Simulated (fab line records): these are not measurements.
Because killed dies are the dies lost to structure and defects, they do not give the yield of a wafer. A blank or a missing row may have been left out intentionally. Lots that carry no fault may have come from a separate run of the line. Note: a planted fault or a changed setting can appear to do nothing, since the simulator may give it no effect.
Check of tool commonality    flow gf180mcu    13 lots and 39 wafers in the sample

REASON FOR OPENING
Of 13 lots, 1 have the reading NSD_TW flagged at GF_NSD_TW_MEAS_12. No-fault wafers: 4212, standard deviation 31.
Rule: a lot is flagged when every wafer of it that has a number lies more than 4 standard deviations from that mean, or none has a number. The other lots count as sound.

lot   measured      on            NSD_TW, wafer by wafer  flag
L117  day 13 10:08  filmMetro-03  4192 4187 4187          
L118  day 14 05:17  filmMetro-03  4249 4238 4259          
L121  day 15 01:07  filmMetro-03  30 30 30                FLAGGED
L126  day 16 15:14  filmMetro-03  4242 4245 4240          
L131  day 18 06:41  filmMetro-03  4214 4225 4224          
L132  day 18 11:13  filmMetro-02  4183 4168 4169          
L133  day 18 21:10  filmMetro-02  4168 4186 4157          
L134  day 19 07:19  filmMetro-02  4216 4221 4230          
L135  day 19 10:32  filmMetro-02  4217 4218 4197          
L136  day 19 18:01  filmMetro-01  4235 4238 4239          
L137  day 20 04:31  filmMetro-01  4258 4239 4226          
L138  day 20 16:07  filmMetro-01  4235 4239 4239          
L140  day 21 00:56  filmMetro-01  4253 4236 4263          
Averaged over the flagged lots the numbers come to 30, -4182 from the usual (-99 or more standard deviations).

WHICH TOOL EACH LOT WENT THROUGH
Before the reading, the record contains 3 process steps out of a 602-step route. Every cell lists first the tool, next ch and the chambers used by the sampled wafers, and last the start.
lot   flag     GF_HV_LDD_STRIP_10                   GF_HV_LDD_ETCHBACK_58              GF_NSD_EXPOSE_04
L117           plasmaAsher-03 ch 0,1, day 9 23:01   rieDiel-02 ch 0,2,3, day 12 13:35  ilineStepper-02 ch 0, day 13 00:15
L118           plasmaAsher-01 ch 0,1, day 10 16:13  rieDiel-01 ch 0,1, day 13 07:55    ilineStepper-02 ch 0, day 13 18:07
L121  FLAGGED  plasmaAsher-03 ch 0,1, day 11 12:07  rieDiel-02 ch 1,2,3, day 14 04:08  ilineStepper-02 ch 0, day 14 13:58
L126           plasmaAsher-03 ch 0,1, day 12 22:52  rieDiel-02 ch 0,1,2, day 15 17:31  ilineStepper-02 ch 0, day 16 04:04
L131           plasmaAsher-01 ch 0,1, day 14 08:49  rieDiel-04 ch 1,2, day 17 06:50    ilineStepper-02 ch 0, day 17 19:01
L132           plasmaAsher-01 ch 0,1, day 14 13:28  rieDiel-02 ch 0,2,3, day 17 11:59  ilineStepper-01 ch 0, day 17 23:11
L133           plasmaAsher-04 ch 0,1, day 14 21:43  rieDiel-02 ch 0,1,2, day 17 21:14  ilineStepper-02 ch 0, day 18 08:32
L134           plasmaAsher-04 ch 0,1, day 15 07:50  rieDiel-02 ch 2,3, day 18 06:49    ilineStepper-01 ch 0, day 18 18:50
L135           plasmaAsher-01 ch 0,1, day 15 10:22  rieDiel-02 ch 1,2,3, day 18 09:56  ilineStepper-02 ch 0, day 18 22:19
L136           plasmaAsher-04 ch 0,1, day 15 18:40  rieDiel-01 ch 0,2,3, day 18 18:13  ilineStepper-02 ch 0, day 19 05:30
L137           plasmaAsher-03 ch 0,1, day 16 03:08  rieDiel-01 ch 1,2,3, day 19 04:21  ilineStepper-02 ch 0, day 19 15:57
L138           plasmaAsher-01 ch 0,1, day 16 11:53  rieDiel-04 ch 0,2,3, day 19 15:23  ilineStepper-02 ch 0, day 20 03:30
L140           plasmaAsher-04 ch 0,1, day 16 22:04  rieDiel-04 ch 2,3, day 20 00:26    ilineStepper-01 ch 0, day 20 12:08
What the steps here do:
- GF_HV_LDD_STRIP_10: strips in O2/N2.
- GF_HV_LDD_ETCHBACK_58: etches Si3N4 in CH3F/O2, stops on SiO2, time 100 s, target depth 90 nm.
- GF_NSD_EXPOSE_04: exposes mask Nplus, target cd 400 nm.
- GF_NSD_TW_MEAS_12

FLAGGED OVER TOTAL, TOOL BY TOOL (the gauges that took the reading come last)
step                   tool             lots run  flagged  share of the flagged lots  sound lots run after its first flagged lot
GF_HV_LDD_STRIP_10     plasmaAsher-01   5         0        none                       -
GF_HV_LDD_STRIP_10     plasmaAsher-03   4         1        all                        2 (L126,L137)
GF_HV_LDD_STRIP_10     plasmaAsher-04   4         0        none                       -
GF_HV_LDD_ETCHBACK_58  rieDiel-01       3         0        none                       -
GF_HV_LDD_ETCHBACK_58  rieDiel-02       7         1        all                        5 (L126,L132,L133,L134,L135)
GF_HV_LDD_ETCHBACK_58  rieDiel-04       3         0        none                       -
GF_NSD_EXPOSE_04       ilineStepper-01  3         0        none                       -
GF_NSD_EXPOSE_04       ilineStepper-02  10        1        all                        7 (L126,L131,L133,L135,L136,L137,L138)
GF_NSD_TW_MEAS_12      filmMetro-01     4         0        none                       -
GF_NSD_TW_MEAS_12      filmMetro-02     4         0        none                       -
GF_NSD_TW_MEAS_12      filmMetro-03     5         1        all                        2 (L126,L131)

WHAT IS ALLOWED BY THE TABLE
4 rows of the table ran every flagged lot: plasmaAsher-03 at GF_HV_LDD_STRIP_10, rieDiel-02 at GF_HV_LDD_ETCHBACK_58, ilineStepper-02 at GF_NSD_EXPOSE_04, filmMetro-03 at GF_NSD_TW_MEAS_12.
- plasmaAsher-03 at GF_HV_LDD_STRIP_10: 1 of its 4 lots flagged. Sound lots followed the first flagged one (L126, L137) on it, something a lasting fault affecting the whole tool could not allow.
- rieDiel-02 at GF_HV_LDD_ETCHBACK_58: 1 of its 7 lots flagged. Sound lots followed the first flagged one (L126, L132, L133, L134, L135) on it, something a lasting fault affecting the whole tool could not allow.
- ilineStepper-02 at GF_NSD_EXPOSE_04: 1 of its 10 lots flagged. Sound lots followed the first flagged one (L126, L131, L133, L135, L136, L137, L138) on it, something a lasting fault affecting the whole tool could not allow.
- filmMetro-03 at GF_NSD_TW_MEAS_12: 1 of its 5 lots flagged. Sound lots followed the first flagged one (L126, L131) on it, something a lasting fault affecting the whole tool could not allow.
No row of the table ran every flagged lot and no sound lot after the first.

WHAT THE SIMULATOR HAD INSERTED
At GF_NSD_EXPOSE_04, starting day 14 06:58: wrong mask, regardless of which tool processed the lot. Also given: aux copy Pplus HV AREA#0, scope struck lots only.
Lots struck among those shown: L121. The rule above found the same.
